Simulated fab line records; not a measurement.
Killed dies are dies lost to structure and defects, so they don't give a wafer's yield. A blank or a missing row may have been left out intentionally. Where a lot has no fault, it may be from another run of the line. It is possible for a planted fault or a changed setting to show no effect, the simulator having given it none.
A lot that was struck, set against a sound lot -- flow sky130 -- 43 out of 708 route steps
Sound: wafers L275.1, L275.2, L275.4. Struck: wafer L297.4 (left out: L297.2, L297.3 of the same lot, which were not struck); the cause appears at the end.
Each step with rows lists, per side, the tool, then ch with its chambers, then its first start. Under that, the readings that differ: sound wafers -- struck wafers -- difference of the means -- sigmas: that difference in standard deviations of wafers without a fault.
alike: a reading whose means differ by less than 2 such deviations, as well as words and numbers matching on both sides. not compared: withheld readings; readings where some wafer has no value; bounds like >300 that might hide an equal value; numbers whose values overlap and for which the record gives no deviation.
Wherever a step has rows on one side only, a row that says differs or no value, or a row with sigmas, the two part there. Numbers that have no deviation but don't overlap get no sigmas and don't part them. A reading that every wafer of one side lacks parts them only if that side has two wafers or more.

SKY_VIA2_ETCH_14: etches BARC in N2/H2, stops on SiO2, time 45.9 s, target depth 60 nm.
  sound on rie-diel-04 ch 1,2,3, day 36 06:29; struck on rie-diel-01 ch 0, day 43 01:05
reading,sound,struck,difference,sigmas
rf-hours-counter-h (h),9 18 5,23,+12,
  alike: chamber-pressure-mTorr, drypump-motor-current-A, h2-flow-sccm, oes-product-au, rf-fwd-power-W, throttle-valve-pct
then, 5 steps without rows for these wafers: SKY_VIA2_ETCH_15 (etches SiO2 in C4F8/O2/Ar, stops on TiN, target depth 546 nm, time 84 s); SKY_VIA2_STRIP_16 (strips in O2/N2); SKY_VIA2_STRIP_17 (strips in post etch residue remover, time 1200 s); SKY_VIA2_CLEAN_18 (cleans in IPA, time 180 s); SKY_VIA2_CLEAN_19 (cleans in O3/DIW).
SKY_VIA2_SPUTTER_20: material TiN, target thk 20 nm, time 80 s.
  sound on pvd-sputter-01, day 36 07:14; struck on pvd-sputter-01, day 43 01:49
  alike: throttle-valve-pct
SKY_VIA2_CVD_21: deposits W, target thk 420 nm, time 126.4 s.
  sound on cvd-w-02 ch 0,1, day 36 07:18; struck on cvd-w-01 ch 1, day 43 01:53
  alike: heater-power-w
SKY_VIA2_RS_MEAS_22: measurement is done with a four-point probe.
  sound on film-metro-01, day 36 07:26; struck on film-metro-04, day 43 02:02
reading,sound,struck,difference,sigmas
VIA2_W_RS (ohm/sq),0.2725 0.2733 0.2714,0.2785,+0.0061,+3
SKY_VIA2_THK_MEAS_23: measures by xrf.
  sound on film-metro-01, day 36 07:33; struck on film-metro-04, day 43 02:08
  alike: VIA2_W_THK
then, 2 steps without rows for these wafers: SKY_VIA2_CMP_24 (polishes, stops on SiO2, t overpolish 20 s, target thk 0 nm); SKY_METAL3_SPUTTER_00 (material Ti, target thk 15 nm, time 10 s).
SKY_METAL3_SPUTTER_01: material TiN, target thk 20 nm, time 16.7 s.
  sound on pvd-sputter-02, day 36 07:56; struck on pvd-sputter-02, day 43 02:31
  alike: throttle-valve-pct
SKY_METAL3_SPUTTER_02: material AlCu, target thk 735 nm, time 39.1 s.
  sound on pvd-sputter-02, day 36 07:58; struck on pvd-sputter-02, day 43 02:32
  alike: throttle-valve-pct
then, 3 steps without rows for these wafers: SKY_METAL3_SPUTTER_03 (material Ti, target thk 5 nm, time 3.3 s); SKY_METAL3_SPUTTER_04 (material TiN, target thk 70 nm, time 58.3 s); SKY_CAPM_CVD_00 (deposits SiO2, target thk 15.5 nm).
SKY_CAPM_THK_MEAS_01:
  sound on film-metro-03, day 36 08:06; struck on film-metro-03, day 43 02:41
  alike: CAPM_CVD_00_THK
then, 1 step without rows for these wafers: SKY_CAPM_SPUTTER_02 (material TiN, target thk 200 nm, time 166.7 s).
SKY_CAPM_RS_MEAS_03: measurement is done with a four-point probe.
  sound on film-metro-02, day 36 08:16; struck on film-metro-02, day 43 02:51
  alike: CAPM_TIN_RS
SKY_CAPM_THK_MEAS_04: measures by xrf.
  sound on film-metro-02, day 36 08:23; struck on film-metro-02, day 43 02:58
  alike: CAPM_TIN_THK
then, 7 steps without rows for these wafers: SKY_CAPM_DEHYDRATE_05 (time 60 s); SKY_CAPM_HMDS_06 (prime time 60 s); SKY_CAPM_COAT_07 (resist thk 1140 nm); SKY_CAPM_SOFTBAKE_08 (time 60 s); SKY_CAPM_EXPOSE_09 (exposes mask CAPM, target cd 1000 nm); SKY_CAPM_PEB_10; SKY_CAPM_DEVELOP_11 (develop time 60 s).
SKY_CAPM_OVL_MEAS_12:
  sound on overlay-02, day 37 10:10; struck on overlay-01, day 44 01:17
  alike: CAPM_OVL
then, 1 step without rows for these wafers: SKY_CAPM_METAL_ETCH_13 (etches TiN in Cl2/BCl3, stops on SiO2, target depth 220 nm, time 62.9 s).
SKY_CAPM_STRIP_14: strips in O2/N2.
  sound on plasma-asher-01 ch 0,1, day 37 10:17; struck on plasma-asher-02 ch 0, day 44 01:31
  alike: chamber-pressure-mTorr, drypump-motor-current-A, oes-product-au, strip-time-to-endpoint-s
  not compared: rf-hours-counter-h
then, 11 steps without rows for these wafers: SKY_CAPM_STRIP_15 (strips in post etch residue remover, time 1200 s); SKY_CAPM_CLEAN_16 (cleans in IPA, time 180 s); SKY_CAPM_CLEAN_17 (cleans in O3/DIW); SKY_METAL3_DEHYDRATE_05 (time 60 s); SKY_METAL3_HMDS_06 (prime time 60 s); SKY_METAL3_COAT_07 (resist thk 60 nm); SKY_METAL3_COAT_08 (resist thk 1140 nm); SKY_METAL3_SOFTBAKE_09 (time 90 s); SKY_METAL3_EXPOSE_10 (exposes mask MM3, target cd 300 nm); SKY_METAL3_PEB_11; SKY_METAL3_DEVELOP_12 (develop time 60 s).
-- the record jumps here: 7 days lie between the struck wafers' starts before and after (it left off in module METAL3 and takes up again in module PAD_OPEN, whose first step shown is number 708 of the route) --
SKY_PAD_OPEN_PROBE_99:
  the record has rows for the struck wafers here (prober-02, day 50 23:32) and none for the sound ones

## WHERE THEY PART
At SKY_VIA2_RS_MEAS_22 first; at SKY_PAD_OPEN_PROBE_99 last (within this record only).

WHY: what the simulator had put in
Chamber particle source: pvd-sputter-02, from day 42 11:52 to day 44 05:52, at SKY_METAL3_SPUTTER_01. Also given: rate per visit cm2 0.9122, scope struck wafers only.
